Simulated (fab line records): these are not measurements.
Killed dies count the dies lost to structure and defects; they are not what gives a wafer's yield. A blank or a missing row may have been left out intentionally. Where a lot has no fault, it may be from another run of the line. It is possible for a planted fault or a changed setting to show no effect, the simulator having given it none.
The tool behind it: which one? | flow sky130 | 14 lots with 41 wafers sampled at 4 steps, on a route of 708 steps

## WHAT EACH GAUGE READ, for each wafer
SKY_METAL1_RS_MEAS_05: measures by four-point-probe. Usual: for METAL1_ALCU_RS the level is 0.1270 ohm/sq and the standard deviation is 0.0017.
lot  | measured     | on            | METAL1_ALCU_RS (ohm/sq) | flag
L524 | day 31 15:29 | film_metro-04 | 0.1258 0.1255 0.1247    |
L525 | day 32 01:58 | film_metro-02 | 0.1264 0.1284 0.1268    |
L527 | day 32 21:46 | film_metro-04 | 0.1282 0.1285 0.1275    |
L528 | day 33 04:11 | film_metro-01 | 0.1262 0.1261 0.1265    |
L529 | day 34 00:28 | film_metro-01 | 0.1277 0.1275 0.1282    |
L533 | day 35 20:45 | film_metro-04 | 0.1238 0.1269 0.1268    |
L534 | day 35 22:30 | film_metro-02 | 0.1277 0.1290 0.1283    |
L535 | day 36 01:20 | film_metro-04 | 0.1314 0.1265           |
L537 | day 36 09:04 | film_metro-04 | 0.1273 0.1258 0.1286    |
L538 | day 36 13:15 | film_metro-01 | 0.1281 0.1271 0.1276    |
L541 | day 37 08:22 | film_metro-01 | 0.1245 0.1245 0.1251    |
L544 | day 38 02:24 | film_metro-01 | 0.1259 0.1255 0.1250    |
L545 | day 38 05:03 | film_metro-02 | 0.1262 0.1267 0.1269    |
L546 | day 38 17:40 | film_metro-04 | 0.1265 0.1270 0.1269    |

SKY_METAL1_OVL_MEAS_16. Usual: for METAL1_OVL the level is 4 nm and the standard deviation is 4.9.
lot  | measured     | on         | METAL1_OVL (nm) | flag
L524 | day 32 18:43 | overlay-02 | -1 1 4          |
L525 | day 33 04:30 | overlay-02 | 5 -6 2          |
L527 | day 34 01:05 | overlay-01 | 3 6 1           |
L528 | day 34 07:00 | overlay-01 | 9 9 13          |
L529 | day 35 02:44 | overlay-02 | 1 1 1           |
L533 | day 36 23:06 | overlay-02 | 5 2 10          |
L534 | day 37 00:16 | overlay-01 | -4 4 -6         |
L535 | day 37 03:57 | overlay-01 | 3 3             |
L537 | day 37 11:09 | overlay-01 | 7 4 1           |
L538 | day 37 15:29 | overlay-02 | -3 5 3          |
L541 | day 38 10:20 | overlay-01 | 6 12 8          |
L544 | day 39 03:36 | overlay-02 | 11 7 8          |
L545 | day 39 06:40 | overlay-01 | 0 -1 -6         |
L546 | day 39 19:15 | overlay-01 | 4 1 9           |

## WHAT TOOL EACH LOT RAN ON (gives the tool, then ch and the chambers of the sampled wafers, and finally the start)
lot  | SKY_CONTACT_CMP_27            | SKY_METAL1_COAT_09
L524 | cmp-01 ch 1,2, day 31 15:01   | litho_track-03 ch 0, day 32 05:07
L525 | cmp-01 ch 1,2, day 32 01:29   | litho_track-04 ch 0, day 32 15:10
L527 | cmp-02 ch 0,1,2, day 32 21:22 | litho_track-04 ch 0, day 33 11:14
L528 | cmp-02 ch 0,3, day 33 03:43   | litho_track-04 ch 0, day 33 17:34
L529 | cmp-01 ch 0,2,3, day 34 00:01 | litho_track-04 ch 0, day 34 12:58
L533 | cmp-02 ch 1,2,3, day 35 20:22 | litho_track-04 ch 0, day 36 08:49
L534 | cmp-01 ch 0,1,3, day 35 22:04 | litho_track-03 ch 0, day 36 10:08
L535 | cmp-02 ch 2,3, day 36 00:50   | litho_track-04 ch 0, day 36 14:11
L537 | cmp-01 ch 0,1,2, day 36 08:37 | litho_track-02 ch 0, day 36 22:08
L538 | cmp-02 ch 0,1, day 36 12:49   | litho_track-04 ch 0, day 37 02:37
L541 | cmp-01 ch 1,2,3, day 37 07:59 | litho_track-04 ch 0, day 37 20:49
L544 | cmp-02 ch 1,2,3, day 38 01:58 | litho_track-02 ch 0, day 38 14:32
L545 | cmp-01 ch 2,3, day 38 04:35   | litho_track-02 ch 0, day 38 17:13
L546 | cmp-02 ch 0,1,2, day 38 17:17 | litho_track-02 ch 0, day 39 06:47
- SKY_CONTACT_CMP_27: polishes, stops on SiO2, t overpolish 15 s, target thk 0 nm.
- SKY_METAL1_COAT_09: resist thk 60 nm.

## AS READ BY THE TOOLS THEMSELVES (means over the sampled wafers that have a number; for cases with no such wafer, the mark the record gives instead)
SKY_CONTACT_CMP_27. Usual: motor_current_A 11.1 A, standard deviation 1; overpolish_run_s 15.000 s, standard deviation 0.0099; time_to_endpoint_s 81 s, standard deviation 6.
lot  | tool   | motor_current_A (A) | overpolish_run_s (s) | time_to_endpoint_s (s) | flag
L524 | cmp-01 | 11.4                | 15.005               | 82                     |
L525 | cmp-01 | 11.3                | 14.996               | 82                     |
L527 | cmp-02 | 10.5                | 15.002               | 76                     |
L528 | cmp-02 | 12.2                | 15.000               | 85                     |
L529 | cmp-01 | 11.3                | 14.999               | 83                     |
L533 | cmp-02 | 11.2                | 15.001               | 82                     |
L534 | cmp-01 | 10.9                | 14.993               | 77                     |
L535 | cmp-02 | 11.2                | 14.992               | 82                     |
L537 | cmp-01 | 11.1                | 15.009               | 78                     |
L538 | cmp-02 | 10.9                | 14.998               | 78                     |
L541 | cmp-01 | 10.7                | 15.010               | 83                     |
L544 | cmp-02 | 11.4                | 15.008               | 78                     |
L545 | cmp-01 | 10.7                | 15.008               | 88                     |
L546 | cmp-02 | 10.4                | 14.995               | 78                     |

SKY_METAL1_COAT_09. Usual: 2999.8 rpm for spin_speed_rpm, sd 2.2.
lot  | tool           | spin_speed_rpm (rpm) | flag
L524 | litho_track-03 | 2998.8               |
L525 | litho_track-04 | 3001.1               |
L527 | litho_track-04 | 3001.1               |
L528 | litho_track-04 | 2997.3               |
L529 | litho_track-04 | 2999.9               |
L533 | litho_track-04 | 3000.4               |
L534 | litho_track-03 | 2998.5               |
L535 | litho_track-04 | 2999.4               |
L537 | litho_track-02 | 2999.9               |
L538 | litho_track-04 | 2948.8               | OFF
L541 | litho_track-04 | 2948.8               | OFF
L544 | litho_track-02 | 2999.5               |
L545 | litho_track-02 | 2998.1               |
L546 | litho_track-02 | 2998.5               |

## THE ANSWER, worked out from the rows above alone
Rule: a lot is off if the mean of its wafers that have a number lies more than 3 standard deviations from the usual mean. Also off: a lot with no number at a reading for which 4 or more lots have one. Where the step has rows for the other lots, those lots are counted as sound. After the gauges, taken in route order, come the tools' own readings; for these a lot's mean is taken, as printed above. The first step at which some lot is off is used, and at that step the reading that is off furthest; a lot without a number counts as furthest.
Off at SKY_METAL1_COAT_09 (spin_speed_rpm): L538, L541.
A tool fits if, at that step or a process step before it, it ran every lot that is off, and no sound lot after the first of them. One candidate fits, namely litho_track-04 at SKY_METAL1_COAT_09. Its last sound lot is L535 (day 36 14:11), its first lot that is off L538 (day 37 02:37): a fault that began between those two fits.
On the lots that are off, the tool's own readings at SKY_METAL1_COAT_09 differ by more than 5 times the standard deviation of the sound lots' means, which bears it out; spin_speed_rpm reads 2948.8 rpm there versus 2999.4 rpm on the sound lots.

## WHAT HAD BEEN PUT IN BY THE SIMULATOR
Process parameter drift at SKY_METAL1_COAT_09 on litho_track-04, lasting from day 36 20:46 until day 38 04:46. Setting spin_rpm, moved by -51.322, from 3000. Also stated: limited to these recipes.
Struck lots among those shown: L538, L541. The rule above reached the same finding.
